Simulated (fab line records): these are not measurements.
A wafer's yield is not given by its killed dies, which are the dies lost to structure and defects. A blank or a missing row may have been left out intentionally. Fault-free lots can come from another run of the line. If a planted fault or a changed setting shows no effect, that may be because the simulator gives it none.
Check of tool commonality	flow gf180mcu	Sample size 14 lots and 42 wafers

WHY THIS WAS OPENED
Flagged at GF_V5_CD_MEAS_14: reading cd_nm, on 2 of 14 lots. Fault-free wafers read 259.9 nm, with a standard deviation of 1.1.
Rule: a lot is flagged in two cases, either no wafer of it has a number, or all its wafers with numbers fall more than 4 standard deviations from that mean. As for the other lots, they are considered sound.

lot	measured	on	cd_nm (nm), wafer by wafer	flag
L166	day 26 21:56	cd_sem-01	259.8 261.3 259.9	
L167	day 27 11:25	cd_sem-01	259.3 257.7 258.3	
L169	day 28 05:38	cd_sem-02	258.9 259.4 259.6	
L170	day 28 10:22	cd_sem-02	313.7 312.7 313.1	FLAGGED
L173	day 29 07:19	cd_sem-01	260.5 260.0 259.4	
L174	day 29 16:10	cd_sem-02	313.1 312.1 312.3	FLAGGED
L179	day 31 12:46	cd_sem-01	259.6 259.9 258.0	
L183	day 32 11:19	cd_sem-01	261.3 261.2 260.1	
L184	day 32 13:59	cd_sem-02	259.9 259.2 260.5	
L185	day 33 03:26	cd_sem-01	259.1 259.5 256.9	
L186	day 33 03:49	cd_sem-01	259.0 259.8 258.0	
L187	day 33 10:49	cd_sem-02	259.9 259.8 260.5	
L188	day 33 10:49	cd_sem-01	260.7 259.5 261.6	
L189	day 33 20:02	cd_sem-01	257.3 260.6 258.7	
Average over the flagged lots: 312.8 nm; offset from the usual +52.9 nm, equal to +48 standard deviations.

WHICH TOOL EACH LOT WENT THROUGH
The record holds 3 process steps before the reading, out of a route of 602 steps. Each cell gives the tool, then ch followed by the chambers the sampled wafers passed through, then the start.
lot	flag	GF_V4_SPUTTER_21	GF_MIM_METAL_ETCH_19	GF_V5_SOFTBAKE_10
L166		pvd_sputter-03, day 24 03:49	rie_metal-01 ch 0,1, day 25 02:42	litho_track-04 ch 0, day 26 12:00
L167		pvd_sputter-03, day 24 16:48	rie_metal-04 ch 0,1, day 25 15:36	litho_track-04 ch 0, day 27 00:00
L169		pvd_sputter-02, day 25 12:46	rie_metal-04 ch 0,1, day 26 11:13	litho_track-04 ch 0, day 27 18:00
L170	FLAGGED	pvd_sputter-02, day 25 16:53	rie_metal-02 ch 0,1, day 26 15:16	litho_track-04 ch 0, day 28 00:00
L173		pvd_sputter-04, day 26 16:44	rie_metal-01 ch 0,1, day 27 14:37	litho_track-02 ch 0, day 28 21:00
L174	FLAGGED	pvd_sputter-04, day 27 03:18	rie_metal-01 ch 0,1, day 28 00:32	litho_track-04 ch 0, day 29 07:00
L179		pvd_sputter-02, day 29 04:05	rie_metal-01 ch 0, day 29 23:41	litho_track-03 ch 0, day 31 03:00
L183		pvd_sputter-03, day 30 03:58	rie_metal-04 ch 0,1, day 30 22:52	litho_track-02 ch 0, day 32 02:00
L184		pvd_sputter-02, day 30 06:55	rie_metal-02 ch 0,1, day 31 02:23	litho_track-04 ch 0, day 32 06:00
L185		pvd_sputter-04, day 30 20:26	rie_metal-02 ch 0,1, day 31 15:26	litho_track-02 ch 0, day 32 18:00
L186		pvd_sputter-03, day 30 21:35	rie_metal-04 ch 0,1, day 31 16:07	litho_track-03 ch 0, day 32 18:00
L187		pvd_sputter-02, day 31 04:29	rie_metal-02 ch 0,1, day 31 22:58	litho_track-03 ch 0, day 33 02:00
L188		pvd_sputter-04, day 31 06:53	rie_metal-04 ch 0,1, day 32 00:38	litho_track-04 ch 0, day 33 03:00
L189		pvd_sputter-03, day 31 16:37	rie_metal-01 ch 0, day 32 10:07	litho_track-04 ch 0, day 33 11:00
What these steps do:
- GF_V4_SPUTTER_21: material Ti, target thk 15 nm, time 80.02 s.
- GF_MIM_METAL_ETCH_19: etches the open film in Cl2/BCl3, stops on Si3N4, target depth 324.5 nm, time 54.1 s.
- GF_V5_SOFTBAKE_10: time 60 s.
- GF_V5_CD_MEAS_14: target cd 260 nm.

FLAGGED OVER TOTAL, TOOL BY TOOL (the gauges that took the reading come last)
step	tool	lots run	flagged	share of the flagged lots	sound lots run after its first flagged lot
GF_V4_SPUTTER_21	pvd_sputter-02	5	1	some	3 (L179,L184,L187)
GF_V4_SPUTTER_21	pvd_sputter-03	5	0	none	-
GF_V4_SPUTTER_21	pvd_sputter-04	4	1	some	2 (L185,L188)
GF_MIM_METAL_ETCH_19	rie_metal-01	5	1	some	2 (L179,L189)
GF_MIM_METAL_ETCH_19	rie_metal-02	4	1	some	3 (L184,L185,L187)
GF_MIM_METAL_ETCH_19	rie_metal-04	5	0	none	-
GF_V5_SOFTBAKE_10	litho_track-02	3	0	none	-
GF_V5_SOFTBAKE_10	litho_track-03	3	0	none	-
GF_V5_SOFTBAKE_10	litho_track-04	8	2	all	3 (L184,L188,L189)
GF_V5_CD_MEAS_14	cd_sem-01	9	0	none	-
GF_V5_CD_MEAS_14	cd_sem-02	5	2	all	2 (L184,L187)

WHAT IS ALLOWED BY THE TABLE
Table rows that saw every flagged lot: 2, namely litho_track-04 at GF_V5_SOFTBAKE_10 and cd_sem-02 at GF_V5_CD_MEAS_14.
- litho_track-04 at GF_V5_SOFTBAKE_10 ran 8 lots, 2 of them flagged. Sound lots followed the first flagged one (L184, L188, L189) on it, something a lasting fault affecting the whole tool could not allow. Its own readings lie more than 4 standard deviations out on every wafer of the flagged lots: heater_power_total_W, plate_temp_C.
- cd_sem-02 at GF_V5_CD_MEAS_14 ran 5 lots, 2 of them flagged. Sound lots followed the first flagged one (L184, L187) on it, something a lasting fault affecting the whole tool could not allow.
None of the table's rows ran every flagged lot and, after the first, no sound lot.

WHAT WAS PUT IN BY THE SIMULATOR
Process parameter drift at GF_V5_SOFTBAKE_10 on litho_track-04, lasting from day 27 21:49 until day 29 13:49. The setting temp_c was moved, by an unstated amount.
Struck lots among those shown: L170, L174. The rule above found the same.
